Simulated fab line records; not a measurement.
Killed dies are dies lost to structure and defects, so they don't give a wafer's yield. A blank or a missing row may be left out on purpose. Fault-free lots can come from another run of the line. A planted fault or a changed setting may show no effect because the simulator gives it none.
A single fault, viewed from 2 desks :: flow sky130 :: every desk sees just its own numbers, and what lay behind them comes last

## TOOL OWNER'S DESK, implanter-03
The tool's own readings at SKY_VT_ADJUST_HVTP_IMPLANT_09, given as means over the sampled wafers that have a number, one for each lot that went through this tool. A lot is out of limits, marked OUT, if its mean lies more than 4 standard deviations from the usual mean; the brackets give that distance.
Columns: A = dose-ions-cm2 at SKY_VT_ADJUST_HVTP_IMPLANT_09, usual 4.3e+12; B = faraday-current-uA at SKY_VT_ADJUST_HVTP_IMPLANT_09, usual 24.3
lot: L950
first seen here: day 7 10:25
A: 4.3e+12
B: 24.2

lot: L958
first seen here: day 9 11:14
A: 4.3e+12
B: 24.2

lot: L963
first seen here: day 10 23:55
A: 4.3e+12
B: 24.3

lot: L964
first seen here: day 11 02:31
A: 4.9e+12 (+99 or more) OUT
B: 27.2 (+6.5) OUT

lot: L965
first seen here: day 11 05:56
A: 4.9e+12 (+99 or more) OUT
B: 27.7 (+7.5) OUT
This desk's finding: out of limits on L964, L965; first on L964, day 11 02:31 (dose-ions-cm2 at SKY_VT_ADJUST_HVTP_IMPLANT_09). L950, L958, L963 stayed within limits.

## AT THE METROLOGY DESK
What the gauges read for every lot (on any tool): the sampled wafers with a number, averaged. A lot is out of limits, marked OUT, if its mean lies more than 4 standard deviations from the usual mean; the brackets give that distance.
Columns: A = VT_ADJUST_HVTP_TW at SKY_VT_ADJUST_HVTP_TW_MEAS_11, usual 1359; B = cd-nm at SKY_SONOS_TUNNEL_CD_MEAS_07, usual 411.2 nm
lot: L946
first seen here: day 6 10:58
A: 1361
B: 412.7

lot: L948
first seen here: day 6 22:43
A: 1372
B: 411.3

lot: L950
first seen here: day 7 10:40
A: 1370
B: 409.1

lot: L951
first seen here: day 7 17:46
A: 1371
B: 407.9

lot: L952
first seen here: day 8 02:52
A: 1369
B: 417.2

lot: L956
first seen here: day 8 23:29
A: 1364
B: 413.3

lot: L958
first seen here: day 9 11:28
A: 1366
B: 410.3

lot: L961
first seen here: day 10 07:43
A: 1348
B: 411.0

lot: L963
first seen here: day 11 00:10
A: 1339
B: 409.3

lot: L964
first seen here: day 11 02:46
A: 1398
B: 411.7

lot: L965
first seen here: day 11 06:10
A: 1419 (+5.0) OUT
B: 412.8
Finding of this desk: L965 out of limits, first seen on L965 at day 11 06:10 (VT_ADJUST_HVTP_TW at SKY_VT_ADJUST_HVTP_TW_MEAS_11). L946, L948, L950, L951, L952, L956, L958, L961, L963, L964 stayed within limits.

## TAKEN TOGETHER
An alarm could have come from the tool owner's desk at day 11 02:31, on L964, L965.
The metrology desk could have raised an alarm at day 11 06:10, on L965.
The metrology desk holds a record of L964, inside its limits.
The lots listed all ran SKY_VT_ADJUST_HVTP_IMPLANT_09 on implanter-03.

## WHAT THE SIMULATOR HAD PUT IN
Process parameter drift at SKY_VT_ADJUST_HVTP_IMPLANT_09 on implanter-03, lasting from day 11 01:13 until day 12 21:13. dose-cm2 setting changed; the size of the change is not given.
Struck lots among those shown: L964, L965.
Time in hours from fault onset to the first out-of-limits reading at each desk: tool owner's desk 1, metrology desk 5.
